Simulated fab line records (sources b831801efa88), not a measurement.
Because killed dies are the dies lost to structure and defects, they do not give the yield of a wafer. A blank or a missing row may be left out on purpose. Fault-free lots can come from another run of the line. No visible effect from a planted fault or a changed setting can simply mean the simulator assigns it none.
Commonality check across tools + flow sky130 + 12 lots, 36 wafers sampled

== REASON FOR OPENING ==
At SKY_VIA1_THK_MEAS_01 the reading VIA1_HDPCVD_THK is flagged on 3 of 12 lots. No-fault wafers: 1031 nm, standard deviation 10.
Rule: a lot is flagged in two cases, either no wafer of it has a number, or all its wafers with numbers fall more than 4 standard deviations from that mean. The other lots count as sound.

| lot  | measured     | on            | VIA1_HDPCVD_THK (nm), wafer by wafer | flag    |
|------|--------------|---------------|--------------------------------------|---------|
| L373 | day 33 11:50 | film_metro-02 | 1018 1017 1017                       |         |
| L374 | day 34 01:38 | film_metro-02 | 1029 1032 1035                       |         |
| L375 | day 34 05:17 | film_metro-01 | 1044 1026 1021                       |         |
| L376 | day 34 14:22 | film_metro-01 | 1013 1011 1029                       |         |
| L377 | day 34 16:36 | film_metro-01 | 1034 1040 1028                       |         |
| L378 | day 35 04:18 | film_metro-02 | 709 723 716                          | FLAGGED |
| L379 | day 35 05:53 | film_metro-03 | 730 743 733                          | FLAGGED |
| L380 | day 35 15:10 | film_metro-03 | 737 742 737                          | FLAGGED |
| L392 | day 39 00:45 | film_metro-03 | 1029 1036 1023                       |         |
| L393 | day 39 16:52 | film_metro-01 | 1036 1048 1043                       |         |
| L394 | day 40 00:55 | film_metro-01 | 1037 1033 1031                       |         |
| L395 | day 40 10:47 | film_metro-03 | 1032 1054 1029                       |         |
The numbers of the flagged lots are 730 nm on average: -301 nm against the usual, or -30 standard deviations.

== TOOL THAT RAN EACH LOT ==
Before the reading, the record contains 3 process steps out of a 708-step route. In each cell: the tool, then ch and the chambers that the sampled wafers went through, then the start.
| lot  | flag    | SKY_METAL1_SPUTTER_03        | SKY_METAL1_METAL_ETCH_19          | SKY_VIA1_HDPCVD_00               |
|------|---------|------------------------------|-----------------------------------|----------------------------------|
| L373 |         | pvd_sputter-01, day 32 08:37 | rie_metal-02 ch 0,1, day 33 11:03 | hdpcvd-01 ch 0,1,2, day 33 11:46 |
| L374 |         | pvd_sputter-03, day 32 21:34 | rie_metal-04 ch 0,1, day 34 00:50 | hdpcvd-02 ch 1,2, day 34 01:31   |
| L375 |         | pvd_sputter-03, day 33 01:14 | rie_metal-02 ch 0,1, day 34 04:29 | hdpcvd-02 ch 0,2, day 34 05:10   |
| L376 |         | pvd_sputter-01, day 33 10:16 | rie_metal-04 ch 1, day 34 13:29   | hdpcvd-01 ch 0,1,2, day 34 14:16 |
| L377 |         | pvd_sputter-03, day 33 12:45 | rie_metal-03 ch 1, day 34 15:47   | hdpcvd-01 ch 0,1, day 34 16:28   |
| L378 | FLAGGED | pvd_sputter-01, day 34 00:14 | rie_metal-03 ch 0, day 35 03:25   | hdpcvd-01 ch 0,1, day 35 04:11   |
| L379 | FLAGGED | pvd_sputter-01, day 34 02:17 | rie_metal-03 ch 0, day 35 05:04   | hdpcvd-01 ch 0,1,2, day 35 05:48 |
| L380 | FLAGGED | pvd_sputter-03, day 34 11:34 | rie_metal-03 ch 0, day 35 14:18   | hdpcvd-01 ch 0,1,2, day 35 15:04 |
| L392 |         | pvd_sputter-04, day 37 21:49 | rie_metal-04 ch 0,1, day 38 23:55 | hdpcvd-02 ch 1,2, day 39 00:38   |
| L393 |         | pvd_sputter-01, day 38 14:31 | rie_metal-03 ch 1, day 39 15:58   | hdpcvd-01 ch 0,1, day 39 16:45   |
| L394 |         | pvd_sputter-01, day 38 22:52 | rie_metal-04 ch 0,1, day 40 00:07 | hdpcvd-02 ch 0,1,2, day 40 00:49 |
| L395 |         | pvd_sputter-03, day 39 09:04 | rie_metal-02 ch 1, day 40 09:56   | hdpcvd-02 ch 1,2, day 40 10:40   |
What these steps do:
- SKY_METAL1_SPUTTER_03: material Ti, target thk 5 nm, time 3.3 s.
- SKY_METAL1_METAL_ETCH_19: etches the open film in Cl2/BCl3, stops on SiO2, target depth 360 nm, time 78 s.
- SKY_VIA1_HDPCVD_00: deposits SiO2, target thk 1030 nm, time 171.7 s.
- SKY_VIA1_THK_MEAS_01

== FLAGGED OVER TOTAL, TOOL BY TOOL (the gauges that took the reading come last) ==
| step                     | tool           | lots run | flagged | share of the flagged lots | sound lots run after its first flagged lot |
|--------------------------|----------------|----------|---------|---------------------------|--------------------------------------------|
| SKY_METAL1_SPUTTER_03    | pvd_sputter-01 | 6        | 2       | some                      | 2 (L393,L394)                              |
| SKY_METAL1_SPUTTER_03    | pvd_sputter-03 | 5        | 1       | some                      | 1 (L395)                                   |
| SKY_METAL1_SPUTTER_03    | pvd_sputter-04 | 1        | 0       | none                      | -                                          |
| SKY_METAL1_METAL_ETCH_19 | rie_metal-02   | 3        | 0       | none                      | -                                          |
| SKY_METAL1_METAL_ETCH_19 | rie_metal-03   | 5        | 3       | all                       | 1 (L393)                                   |
| SKY_METAL1_METAL_ETCH_19 | rie_metal-04   | 4        | 0       | none                      | -                                          |
| SKY_VIA1_HDPCVD_00       | hdpcvd-01      | 7        | 3       | all                       | 1 (L393)                                   |
| SKY_VIA1_HDPCVD_00       | hdpcvd-02      | 5        | 0       | none                      | -                                          |
| SKY_VIA1_THK_MEAS_01     | film_metro-01  | 5        | 0       | none                      | -                                          |
| SKY_VIA1_THK_MEAS_01     | film_metro-02  | 3        | 1       | some                      | 0                                          |
| SKY_VIA1_THK_MEAS_01     | film_metro-03  | 4        | 2       | some                      | 2 (L392,L395)                              |

== WHAT IS ALLOWED BY THE TABLE ==
2 rows of the table ran every flagged lot: rie_metal-03 at SKY_METAL1_METAL_ETCH_19, hdpcvd-01 at SKY_VIA1_HDPCVD_00.
- rie_metal-03 at SKY_METAL1_METAL_ETCH_19: 3 of its 5 lots flagged. Sound lots followed the first flagged one (L393) on it, something a lasting fault affecting the whole tool could not allow.
- hdpcvd-01 at SKY_VIA1_HDPCVD_00: 3 of its 7 lots flagged. Sound lots followed the first flagged one (L393) on it, something a lasting fault affecting the whole tool could not allow.
Every row of the table either missed a flagged lot or ran a sound lot after the first.

== WHAT THE SIMULATOR HAD PUT IN ==
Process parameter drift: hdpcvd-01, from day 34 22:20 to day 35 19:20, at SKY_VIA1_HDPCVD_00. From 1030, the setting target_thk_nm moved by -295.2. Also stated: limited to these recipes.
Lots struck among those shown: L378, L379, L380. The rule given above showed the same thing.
